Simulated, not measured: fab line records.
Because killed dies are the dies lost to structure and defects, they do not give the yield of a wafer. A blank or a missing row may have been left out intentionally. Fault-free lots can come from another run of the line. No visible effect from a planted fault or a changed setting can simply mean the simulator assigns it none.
fab line records -- flow sky130
record lots=11, wafers=33, last_day=50
route steps=708 shown VIA4@651 METAL5@665 PASSIVATION@692 PAD_OPEN@702
lots with no fault: from the same line, run without faults
start_h: start of the lot's first displayed wafer, in hours after the record's first day -- wait_h: hours elapsed since this lot's preceding step -- " the same as in the row above -- L1.1+2: one row covering several wafers at once -- - no value, or no start given -- * or withheld: withheld -- < > ~ a bound
route shown NAME@n: NAME is a module with steps in the file, n the number in the route of the first one -- usual: the fault-free wafers' mean and standard deviation -- same: alike in all rows -- chamber/n: place in a boat -- sites: per-site readings -- _std_site: their standard deviation -- _edge_site: the outer-site mean with the inner-site mean subtracted -- radius_mm: how far each site lies from the wafer's centre -- mask NAME#n: copy n -- behind: the most recent tool/chamber to have shaped the wafer -- hold: why the lot went on hold/how many hours it stayed there/how the hold came to an end -- device: transistor that didn't switch, given as n, p or np -- end of line: the tests these same wafers got at the end of their route -- a step given without rows: its recipe and nothing more -- killed: count of dies lost to structure and defects at first sort (not the wafer's yield) -- map: shows each die of a wafer: x if killed, . if not, _ if none is there
set.NAME: the setting the step ran with; set.NAME@STEP: the setting that earlier step ran with -- model.NAME: the simulator's own value behind a step, which no gauge read
a sample of lots followed through the steps of the route, with each step as a table and each wafer as a row
services: the hour from which a tool's chamber was out of use, counted from the record's first day as start_h (under 0 if before that day), plus the number of hours and why
## steps
# step SKY_VIA4_ETCH_12
# recipe target=SiO2, chemistry=C4F8/O2/Ar, stop_on=TiN, mask_material=NOVOLAK, source_w=1500, bias_w=1200, pressure_mtorr=40, c4f8_flow_sccm=withheld, O2_flow_sccm=6, Ar_flow_sccm=300, time_s=withheld, target_depth_a=5800
# usual bias_w=1200/3.7, oes_product_au=0.926/0.0052
lot.wafer,tool,chamber,start_h,wait_h,bias_w,oes_product_au
L251.4,rie_diel-01,2,1010.67,0.0,1202,0.920
L251.5,rie_diel-01,3,1010.67,0.0,1193,0.929
L251.6,rie_diel-01,0,1010.67,0.0,1197,0.924
L253.1,rie_diel-04,1,1033.40,0.0,1196,0.917
L253.4,rie_diel-04,2,1033.40,0.0,1204,0.927
L253.6,rie_diel-04,2,1033.40,0.0,1204,0.931
L255.2,rie_diel-01,1,1036.60,0.0,1199,0.921
L255.5,rie_diel-01,2,1036.60,0.0,1200,0.933
L255.6,rie_diel-01,1,1036.60,0.0,1205,0.921
L256.2,rie_diel-01,2,1049.52,0.0,1199,0.930
L256.4,rie_diel-01,1,1049.52,0.0,1199,0.932
L256.6,rie_diel-01,1,1049.52,0.0,1201,0.930
L263.2,rie_diel-04,1,1086.45,0.0,1200,0.924
L263.4,rie_diel-04,2,1086.45,0.0,1198,0.923
L263.5,rie_diel-04,2,1086.45,0.0,1199,0.922
L264.1,rie_diel-01,0,1087.65,0.0,1198,0.920
L264.4,rie_diel-01,3,1087.65,0.0,1201,0.926
L264.6,rie_diel-01,1,1087.65,0.0,1204,0.926
L262.2,rie_diel-02,3,1087.75,0.0,1198,0.935
L262.3,rie_diel-02,0,1087.75,0.0,1203,0.926
L262.4,rie_diel-02,1,1087.75,0.0,1204,0.938
L265.1,rie_diel-01,1,1093.95,0.0,1192,0.932
L265.4,rie_diel-01,2,1093.95,0.0,1202,0.917
L265.5,rie_diel-01,0,1093.95,0.0,1203,0.917
L267.3,rie_diel-01,3,1103.27,0.0,1199,0.924
L267.4,rie_diel-01,1,1103.27,0.0,1201,0.932
L267.5,rie_diel-01,2,1103.27,0.0,1198,0.927
L274.1,rie_diel-02,1,1142.25,0.0,1207,0.934
L274.4,rie_diel-02,3,1142.25,0.0,1202,0.922
L274.5,rie_diel-02,1,1142.25,0.0,1195,0.925
L273.1,rie_diel-04,1,1142.92,0.0,1199,0.927
L273.2,rie_diel-04,3,1142.92,0.0,1201,0.926
L273.4,rie_diel-04,2,1142.92,0.0,1197,0.921
# step SKY_METAL5_SPUTTER_04
# recipe material=TiN, target_thk_nm=70, power_w=6500, time_s=58.3, chamber_pressure_pa=0.4
# usual throttle_valve_pct=29.8/1
lot.wafer,tool,chamber,start_h,wait_h,throttle_valve_pct
L251.4,pvd_sputter-03,-,1012.14,0.0,28.5
L251.5,pvd_sputter-03,-,1012.14,0.0,28.7
L251.6,pvd_sputter-03,-,1012.14,0.0,28.7
L253.1,pvd_sputter-04,-,1034.91,0.0,31.7
L253.4,pvd_sputter-04,-,1034.91,0.0,31.2
L253.6,pvd_sputter-04,-,1034.91,0.0,31.0
L255.2,pvd_sputter-02,-,1038.08,0.0,30.2
L255.5,pvd_sputter-02,-,1038.08,0.0,30.6
L255.6,pvd_sputter-02,-,1038.08,0.0,29.9
L256.2,pvd_sputter-03,-,1050.99,0.0,28.6
L256.4,pvd_sputter-03,-,1050.99,0.0,30.9
L256.6,pvd_sputter-03,-,1050.99,0.0,30.1
L263.2,pvd_sputter-03,-,1088.24,0.0,28.4
L263.4,pvd_sputter-03,-,1088.24,0.0,28.7
L263.5,pvd_sputter-03,-,1088.24,0.0,29.9
L264.1,pvd_sputter-02,-,1089.12,0.0,30.2
L264.4,pvd_sputter-02,-,1089.12,0.0,30.6
L264.6,pvd_sputter-02,-,1089.12,0.0,29.7
L262.2,pvd_sputter-03,-,1089.41,0.0,30.1
L262.3,pvd_sputter-03,-,1089.41,0.0,28.7
L262.4,pvd_sputter-03,-,1089.41,0.0,28.6
L265.1,pvd_sputter-03,-,1095.51,0.0,30.3
L265.4,pvd_sputter-03,-,1095.51,0.0,30.8
L265.5,pvd_sputter-03,-,1095.51,0.0,28.5
L267.3,pvd_sputter-02,-,1105.22,0.0,28.0
L267.4,pvd_sputter-02,-,1105.22,0.0,30.4
L267.5,pvd_sputter-02,-,1105.22,0.0,28.2
L274.1,pvd_sputter-04,-,1143.78,0.0,31.3
L274.4,pvd_sputter-04,-,1143.78,0.0,30.0
L274.5,pvd_sputter-04,-,1143.78,0.0,31.5
L273.1,pvd_sputter-02,-,1144.42,0.0,27.8
L273.2,pvd_sputter-02,-,1144.42,0.0,29.9
L273.4,pvd_sputter-02,-,1144.42,0.0,29.7
# step SKY_PASSIVATION_ETCH_11
# recipe chemistry=CF4/O2, target_depth_nm=725, stop_on=AlCu, source_w=800, bias_w=150, pressure_mtorr=150, cf4_flow_sccm=80, O2_flow_sccm=10, time_s=161.1
# usual bias_w=150.0/0.49, drypump_motor_current_A=5.8/0.41, oes_product_au=0.976/0.0071, throttle_valve_pct=5.963/0.0098
lot.wafer,tool,chamber,start_h,wait_h,bias_w,drypump_motor_current_A,oes_product_au,rf_hours_counter_h,throttle_valve_pct
L251.4,rie_diel-03,1,1058.03,-,150.0,5.1,0.980,22,5.961
L251.5,rie_diel-03,1,1058.03,-,149.9,5.0,0.992,-,5.990
L251.6,rie_diel-03,2,1058.03,-,151.0,5.9,0.993,-,5.963
L253.1,rie_diel-04,3,1079.28,-,149.9,6.1,0.959,15,5.979
L253.4,rie_diel-04,2,1079.28,-,150.7,5.6,0.978,3,5.953
L253.6,rie_diel-04,0,1079.28,-,149.8,6.3,0.976,-,5.952
L255.2,rie_diel-03,2,1082.21,-,150.2,5.9,0.975,14,5.971
L255.5,rie_diel-03,2,1082.21,-,149.8,5.9,0.977,-,5.963
L255.6,rie_diel-03,3,1082.21,-,149.7,5.7,0.979,-,5.962
L256.2,rie_diel-02,3,1094.71,-,149.6,6.6,0.979,8,5.961
L256.4,rie_diel-02,0,1094.71,-,150.0,5.3,0.978,-,5.951
L256.6,rie_diel-02,3,1094.71,-,150.0,6.7,0.982,-,5.960
L263.2,rie_diel-04,1,1130.07,-,149.7,6.0,0.983,13,5.977
L263.4,rie_diel-04,2,1130.07,-,150.3,5.7,0.985,4,5.964
L263.5,rie_diel-04,2,1130.07,-,149.3,5.7,0.969,-,5.960
L264.1,rie_diel-02,2,1131.11,-,150.4,5.8,0.968,19,5.957
L264.4,rie_diel-02,3,1131.11,-,149.8,6.6,0.978,10,5.961
L264.6,rie_diel-02,3,1131.11,-,149.2,6.6,0.970,-,5.958
L262.2,rie_diel-04,3,1131.13,-,150.2,6.1,0.979,17,5.966
L262.3,rie_diel-04,2,1131.13,-,150.1,5.6,0.972,5,5.976
L262.4,rie_diel-04,0,1131.13,-,148.8,6.3,0.983,21,5.981
L265.1,rie_diel-04,3,1136.76,-,149.9,6.1,0.986,17,5.967
L265.4,rie_diel-04,1,1136.76,-,150.9,6.0,0.987,14,5.962
L265.5,rie_diel-04,3,1136.76,-,149.6,6.1,0.997,-,5.955
L267.3,rie_diel-04,1,1144.82,-,150.2,6.0,0.979,14,5.953
L267.4,rie_diel-04,3,1144.82,-,149.5,6.1,0.990,17,5.980
L267.5,rie_diel-04,1,1144.82,-,150.2,6.0,0.978,-,5.954
L274.1,rie_diel-02,0,1180.23,-,148.5,5.3,0.968,22,5.935
L274.4,rie_diel-02,3,1180.23,-,149.1,6.6,0.982,-,5.959
L274.5,rie_diel-02,1,1180.23,-,151.1,5.7,0.980,-,5.968
L273.1,rie_diel-03,0,1180.91,-,149.9,5.5,0.975,20,5.972
L273.2,rie_diel-03,2,1180.91,-,150.3,5.9,0.991,18,5.966
L273.4,rie_diel-03,1,1180.91,-,150.3,5.1,0.987,27,5.965
# step SKY_PAD_OPEN_STRIP_08
# recipe chemistry=O2/N2, power_w=1400, pressure_mtorr=1500, platen_temp_c=withheld, overash_fraction=0.7, o2_flow_sccm=3000, n2_flow_sccm=300
# usual chamber_pressure_mTorr=1500.0/1.4, drypump_motor_current_A=5.9/0.37, oes_product_au=0.663/0.0046
lot.wafer,tool,chamber,start_h,wait_h,chamber_pressure_mTorr,drypump_motor_current_A,oes_product_au,rf_hours_counter_h
L251.4,plasma_asher-02,0,1079.75,0.1,1499.1,5.6,0.664,-
L251.5,plasma_asher-02,0,1079.75,0.1,1500.4,5.6,0.667,-
L251.6,plasma_asher-02,1,1079.75,0.1,1498.4,5.6,0.668,-
L253.1,plasma_asher-02,0,1100.54,0.1,1500.1,5.6,0.657,67
L253.4,plasma_asher-02,1,1100.54,0.1,1500.2,5.6,0.659,-
L253.6,plasma_asher-02,0,1100.54,0.1,1499.3,5.6,0.661,-
L255.2,plasma_asher-01,0,1103.73,0.1,1499.9,5.5,0.664,95
L255.5,plasma_asher-01,0,1103.73,0.1,1502.1,5.5,0.657,-
L255.6,plasma_asher-01,1,1103.73,0.1,1501.1,6.2,0.662,-
L256.2,plasma_asher-01,0,1114.58,0.1,1499.6,5.5,0.660,97
L256.4,plasma_asher-01,1,1114.58,0.1,1499.4,6.2,0.664,-
L256.6,plasma_asher-01,0,1114.58,0.1,1499.5,5.5,0.670,-
L263.2,plasma_asher-03,0,1149.42,0.1,1500.2,6.5,0.661,7
L263.4,plasma_asher-03,1,1149.42,0.1,1501.0,6.1,0.659,-
L263.5,plasma_asher-03,0,1149.42,0.1,1500.0,6.5,0.662,-
L264.1,plasma_asher-02,0,1150.34,0.1,-,-,-,-
L264.4,plasma_asher-02,1,1150.34,0.1,-,-,-,-
L264.6,plasma_asher-02,1,1150.34,0.1,-,-,-,-
L262.2,plasma_asher-03,1,1150.58,0.1,-,-,-,-
L262.3,plasma_asher-03,0,1150.58,0.1,-,-,-,-
L262.4,plasma_asher-03,1,1150.58,0.1,-,-,-,-
L265.1,plasma_asher-01,0,1155.77,0.1,-,-,-,-
L265.4,plasma_asher-01,1,1155.77,0.1,-,-,-,-
L265.5,plasma_asher-01,0,1155.77,0.1,-,-,-,-
L267.3,plasma_asher-01,1,1163.16,0.1,1500.8,6.2,0.668,-
L267.4,plasma_asher-01,0,1163.16,0.1,1498.0,5.5,0.663,-
L267.5,plasma_asher-01,0,1163.16,0.1,1498.2,5.5,0.663,-
L274.1,plasma_asher-03,0,1195.69,0.1,1500.5,6.5,0.662,11
L274.4,plasma_asher-03,1,1195.69,0.1,1502.0,6.0,0.660,-
L274.5,plasma_asher-03,0,1195.69,0.1,1499.7,6.5,0.660,-
L273.1,plasma_asher-02,0,1196.43,0.1,1500.5,5.5,0.661,76
L273.2,plasma_asher-02,1,1196.43,0.1,1498.0,5.6,0.663,76
L273.4,plasma_asher-02,1,1196.43,0.1,1499.5,5.6,0.673,-
# step SKY_PAD_OPEN_PROBE_99
# usual defect_limited_yield=82.2/1.9, killed_at_M0_to_M3=44/6.8, killed_at_M4_up=3.1/1.8, killed_at_contacts=25/5.2, killed_at_front_end=15/4.1, killed_at_other=0.3/0.62, killed_dies=88/9.4, killed_open=48/7.1, killed_short=40/6.1, sort_bin_3_pad_short=0.9/0.38, sort_bin_5_function=10.5/1.5, sort_bin_6_memory=6.5/1.2, sort_bin_8_speed=0.5/0.95, sort_n_pass=402/10, sort_yield_pct=81.6/2
# same gross_dies=492, killed_at_back_side=0, sort_bin_4_leakage[%]=0
lot.wafer,tool,chamber,start_h,wait_h,defect_limited_yield[%],killed_at_M0_to_M3,killed_at_M4_up,killed_at_contacts,killed_at_front_end,killed_at_other,killed_dies,killed_open,killed_short,sort_bin_3_pad_short[%],sort_bin_5_function[%],sort_bin_6_memory[%],sort_bin_8_speed[%],sort_n_pass,sort_yield_pct[%]
L251.4,prober-02,-,1082.08,0.2,82.5,34,1,25,26,0,86,40,46,0.6,11.2,5.7,0.2,405,82.3
L251.5,prober-02,-,1082.13,0.2,84.3,27,1,30,19,0,77,42,35,0.8,9.1,5.7,0,415,84.3
L251.6,prober-02,-,1082.18,0.2,84.6,38,3,15,20,0,76,33,43,1.2,10.0,4.3,0,416,84.6
L253.1,prober-02,-,1103.18,0.1,81.1,49,0,24,20,0,93,49,44,1.4,8.5,8.9,1.0,394,80.1
L253.4,prober-02,-,1103.33,0.2,79.9,49,2,31,16,1,99,61,38,0.2,12.2,7.7,0.8,389,79.1
L253.6,prober-02,-,1103.43,0.2,82.3,44,2,25,15,1,87,56,30,1.0,12.0,4.7,0.2,404,82.1
L264.1,prober-02,-,1152.55,0.1,81.7,48,2,26,14,0,90,54,36,0.4,12.4,5.5,3.9,383,77.8
L264.4,prober-02,-,1152.70,0.2,80.5,52,3,29,12,0,96,49,47,0.8,11.0,7.7,1.2,390,79.3
L264.6,prober-02,-,1152.80,0.2,85.8,35,2,23,10,0,70,42,27,0,9.8,4.5,4.7,399,81.1
L265.1,prober-02,-,1157.98,0.1,82.1,44,2,30,11,1,88,50,37,0.8,9.6,7.5,0.4,402,81.7
L265.4,prober-02,-,1158.13,0.2,85.6,40,2,19,10,0,71,39,32,1.2,8.5,4.7,0.6,418,85.0
L265.5,prober-02,-,1158.18,0.2,82.9,40,4,23,16,1,84,44,39,0.6,10.4,6.1,0.6,405,82.3
L267.3,prober-02,-,1165.48,0.2,79.9,49,1,28,21,0,99,51,48,1.2,10.2,8.7,0,393,79.9
L267.4,prober-02,-,1165.53,0.2,83.5,31,3,25,22,0,81,45,36,0.6,11.4,4.5,0,411,83.5
L267.5,prober-02,-,1165.58,0.2,82.1,40,7,25,16,0,88,53,35,1.0,12.0,4.9,0,404,82.1
# killed by level:class
L251.4 VIA1:geometric_particle:open=8 POLY_GATE:geometric_particle:short=7 FIELD_ISO:geometric_particle:short=6 FIELD_ISO:geometric_particle:open=6 CONTACT:geometric_particle:open=6 METAL1:geometric_particle:short=6 CONTACT:geometric_particle:short=5 LOCAL_INTERCONNECT:geometric_particle:short=5
L251.5 LI_CONTACT:geometric_particle:open=10 CONTACT:geometric_particle:short=9 VIA1:geometric_particle:open=8 FIELD_ISO:geometric_particle:short=5 LI_CONTACT:geometric_particle:short=5 CONTACT:geometric_particle:open=5 METAL3:geometric_particle:short=5 FIELD_ISO:geometric_particle:open=4
L251.6 VIA1:geometric_particle:open=8 FIELD_ISO:geometric_particle:short=6 POLY_GATE:geometric_particle:short=6 METAL1:geometric_particle:short=6 CONTACT:geometric_particle:open=5 METAL2:geometric_particle:short=5 VIA2:geometric_particle:open=5 LI_CONTACT:geometric_particle:open=4
L253.1 POLY_GATE:geometric_particle:open=9 VIA1:geometric_particle:open=9 CONTACT:geometric_particle:open=9 METAL2:geometric_particle:short=9 LI_CONTACT:geometric_particle:open=6 METAL1:geometric_particle:short=6 CONTACT:geometric_particle:short=5 VIA1:geometric_particle:short=5
L253.4 VIA1:geometric_particle:open=14 CONTACT:geometric_particle:open=13 CONTACT:geometric_particle:short=7 VIA1:geometric_particle:short=7 LI_CONTACT:geometric_particle:open=6 METAL1:geometric_particle:short=6 VIA3:geometric_particle:open=6 VIA2:geometric_particle:open=6
L253.6 VIA1:geometric_particle:open=13 CONTACT:geometric_particle:open=9 LI_CONTACT:geometric_particle:open=8 METAL1:geometric_particle:short=6 VIA1:geometric_particle:short=6 VIA2:geometric_particle:open=6 FIELD_ISO:geometric_particle:open=5 POLY_GATE:geometric_particle:short=5
L264.1 VIA1:geometric_particle:open=15 CONTACT:geometric_particle:open=10 LI_CONTACT:geometric_particle:open=8 METAL1:geometric_particle:short=7 VIA3:geometric_particle:open=7 CONTACT:geometric_particle:short=5 FIELD_ISO:geometric_particle:short=4 METAL2:geometric_particle:short=4
L264.4 CONTACT:geometric_particle:short=11 CONTACT:geometric_particle:open=10 VIA1:geometric_particle:open=10 VIA2:geometric_particle:open=10 METAL2:geometric_particle:short=6 FIELD_ISO:geometric_particle:short=5 LI_CONTACT:geometric_particle:open=5 VIA2:geometric_particle:short=5
L264.6 VIA1:geometric_particle:open=10 FIELD_ISO:geometric_particle:open=7 VIA2:geometric_particle:open=6 LI_CONTACT:geometric_particle:open=5 CONTACT:geometric_particle:open=5 LOCAL_INTERCONNECT:geometric_particle:short=4 CONTACT:geometric_particle:short=4 VIA3:geometric_particle:short=4
L265.1 LI_CONTACT:geometric_particle:open=12 VIA1:geometric_particle:open=9 CONTACT:geometric_particle:open=8 METAL1:geometric_particle:short=8 CONTACT:geometric_particle:short=6 VIA3:geometric_particle:open=6 VIA2:geometric_particle:short=5 VIA2:geometric_particle:open=5
L265.4 VIA3:geometric_particle:open=8 VIA1:geometric_particle:open=7 LOCAL_INTERCONNECT:geometric_particle:short=6 CONTACT:geometric_particle:open=6 METAL1:geometric_particle:short=6 VIA2:geometric_particle:open=6 FIELD_ISO:geometric_particle:open=4 LI_CONTACT:geometric_particle:open=4
L265.5 CONTACT:geometric_particle:open=10 VIA1:geometric_particle:open=9 METAL2:geometric_particle:short=8 POLY_GATE:geometric_particle:short=7 LI_CONTACT:geometric_particle:open=7 VIA3:geometric_particle:open=6 POLY_GATE:geometric_particle:open=4 LOCAL_INTERCONNECT:geometric_particle:short=4
L267.3 CONTACT:geometric_particle:open=10 VIA1:geometric_particle:open=10 VIA3:geometric_particle:open=9 POLY_GATE:geometric_particle:short=8 VIA1:geometric_particle:short=8 VIA2:geometric_particle:open=6 LOCAL_INTERCONNECT:geometric_particle:short=5 METAL2:geometric_particle:short=5
L267.4 CONTACT:geometric_particle:open=12 VIA2:geometric_particle:open=9 POLY_GATE:geometric_particle:short=7 VIA1:geometric_particle:open=7 FIELD_ISO:geometric_particle:short=5 LI_CONTACT:geometric_particle:open=5 METAL1:geometric_particle:short=5 POLY_GATE:geometric_particle:open=4
L267.5 VIA1:geometric_particle:open=11 CONTACT:geometric_particle:open=10 VIA3:geometric_particle:open=7 FIELD_ISO:geometric_particle:open=5 LI_CONTACT:geometric_particle:open=5 METAL2:geometric_particle:short=5 METAL4:geometric_particle:short=5 LI_CONTACT:geometric_particle:short=4
## services
tool,chamber,start_h,hours,kind
plasma_asher-02,-,994.49,3.7,repair
plasma_asher-02,-,994.86,1.7,repair
pvd_sputter-02,-,1011.14,1.2,repair
plasma_asher-01,-,1014.15,10.4,repair
rie_diel-02,-,1021.38,0.2,repair
plasma_asher-03,-,1055.31,9.0,pm
plasma_asher-03,0,1055.31,9.0,vent_cycle
rie_diel-03,-,1056.03,1.4,repair
rie_diel-04,-,1065.97,0.8,repair
plasma_asher-02,-,1080.58,0.4,repair
rie_diel-02,2,1092.41,9.3,repair
plasma_asher-01,-,1094.15,0.7,repair
plasma_asher-02,-,1104.64,0.4,repair
rie_diel-01,0,1106.14,17.1,repair
rie_diel-01,-,1111.45,15.6,pm
rie_diel-02,-,1112.06,0.5,repair
plasma_asher-03,-,1116.83,8.7,repair
rie_diel-03,2,1131.44,6.8,repair
rie_diel-01,3,1171.33,2.1,repair
rie_diel-01,3,1173.98,-,clean
rie_diel-01,3,1173.98,-,consumable_replace:focus_ring
rie_diel-01,3,1173.98,23.0,scheduled_down
rie_diel-01,3,1173.98,23.0,vent_cycle
rie_diel-02,2,1176.87,20.8,repair
## key
first_sign step=SKY_PAD_OPEN_STRIP_08, reading=tool_record, direction=missing
effect none on later readings
met_at SKY_PAD_OPEN_STRIP_08
struck_lots L262,L264,L265
not_acting_at SKY_VIA4_ETCH_12,SKY_METAL5_SPUTTER_04,SKY_PASSIVATION_ETCH_11
onset_between 1149.42 1150.34
fault kind=skipped_step_whole, tool=plasma_asher-01,plasma_asher-02,plasma_asher-03, chamber=-, onset_h=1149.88, steps=SKY_PAD_OPEN_STRIP_08, scope=struck_lots_only
